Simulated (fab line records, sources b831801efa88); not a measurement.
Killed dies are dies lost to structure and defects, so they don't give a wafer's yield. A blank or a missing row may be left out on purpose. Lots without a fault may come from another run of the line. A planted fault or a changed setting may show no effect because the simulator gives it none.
Chamber matching | flow gf180mcu | GF_V2_CMP_26 on cmp-01: 4 sister chambers
The step polishes, stops on SiO2, t overpolish 15 s, target thk 0 nm. 22 wafers are shown with their chamber, then 11 later ones without.

WAFERS WITH THEIR CHAMBER
wafer  | chamber | motor_current_A (A) | time_to_endpoint_s (s) | overpolish_run_s (s)
L076.1 | 2       | 13.1                | 84                     | 14.999
L076.4 | 3       | 13.3                | 85                     | 15.004
L076.6 | 2       | 12.7                | 85                     | 15.002
L080.2 | 2       | 13.1                | 84                     | 14.998
L080.5 | 0       | 11.0                | 78                     | 15.006
L080.6 | 1       | 11.5                | 77                     | 15.010
L081.1 | 0       | 11.9                | 79                     | 15.000
L081.4 | 2       | 12.6                | 88                     | 14.997
L081.5 | 0       | 11.0                | 80                     | 14.998
L082.1 | 3       | 13.6                | 81                     | 14.988
L082.2 | 2       | 12.9                | 85                     | 14.982
L082.3 | 1       | 11.1                | 80                     | 15.001
L083.1 | 3       | 13.4                | 86                     | 15.003
L083.2 | 1       | 10.8                | 82                     | 14.996
L083.5 | 1       | 11.4                | 80                     | 14.988
L089.3 | 3       | 13.4                | 82                     | 15.010
L089.4 | 0       | 11.1                | 76                     | 14.987
L089.5 | 3       | 12.9                | 80                     | 15.010
L090.3 | 1       | 11.4                | 79                     | 14.991
L090.5 | 3       | 13.3                | 82                     | 14.993
L090.6 | 0       | 11.0                | 76                     | 14.994
L092.1 | 0       | 11.3                | 81                     | 14.993

SIGNATURES (means of the wafers above)
reading            | chamber 0 | chamber 1 | chamber 2 | chamber 3 | scatter within a chamber
motor_current_A    | 11.217    | 11.240    | 12.880    | 13.317    | 0.283
time_to_endpoint_s | 78.33     | 79.60     | 85.20     | 82.67     | 2.01
overpolish_run_s   | 14.99633  | 14.99720  | 14.99560  | 15.00133  | 0.00806
Rule: a wafer's distance from a chamber is the root of the sum, over the readings, of the square of ((its reading less the chamber's mean) divided by the reading's scatter). The wafer belongs to the nearest chamber; if the next one is less than 2 further off, it can't be placed. The scatter: the root of (the sum of the squares of (reading less its chamber's mean) over the shown wafers, divided by (wafers less chambers)).

WAFERS WITHOUT THEIR CHAMBER
wafer  | motor_current_A (A) | time_to_endpoint_s (s) | overpolish_run_s (s)
L092.4 | 12.6                | 87                     | 14.996
L092.5 | 12.0                | 84                     | 15.006
L094.1 | 13.0                | 87                     | 14.999
L094.3 | 13.1                | 87                     | 15.005
L094.6 | 13.8                | 84                     | 14.990
L095.1 | 13.1                | 82                     | 15.000
L095.2 | 11.1                | 78                     | 14.992
L095.4 | 10.7                | 77                     | 14.982
L096.2 | 12.8                | 88                     | 14.998
L096.3 | 11.3                | 86                     | 15.006
L096.4 | 11.2                | 83                     | 14.994

WHICH CHAMBER EACH WENT THROUGH
wafer  | from the rows above               | in truth
L092.4 | 2                                 | 2
L092.5 | can't be placed: 2 or 1 or 0 or 3 | 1
L094.1 | can't be placed: 2 or 3           | 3
L094.3 | can't be placed: 2 or 3           | 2
L094.6 | can't be placed: 3 or 2           | 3
L095.1 | can't be placed: 3 or 2           | 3
L095.2 | can't be placed: 0 or 1           | 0
L095.4 | can't be placed: 0 or 1           | 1
L096.2 | can't be placed: 2 or 3           | 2
L096.3 | can't be placed: 1 or 0           | 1
L096.4 | can't be placed: 1 or 0           | 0
Placed correctly: 1 of 11. Can't be placed from these rows: 10 (the true chamber is among the candidates in 10). Placed wrongly: 0.
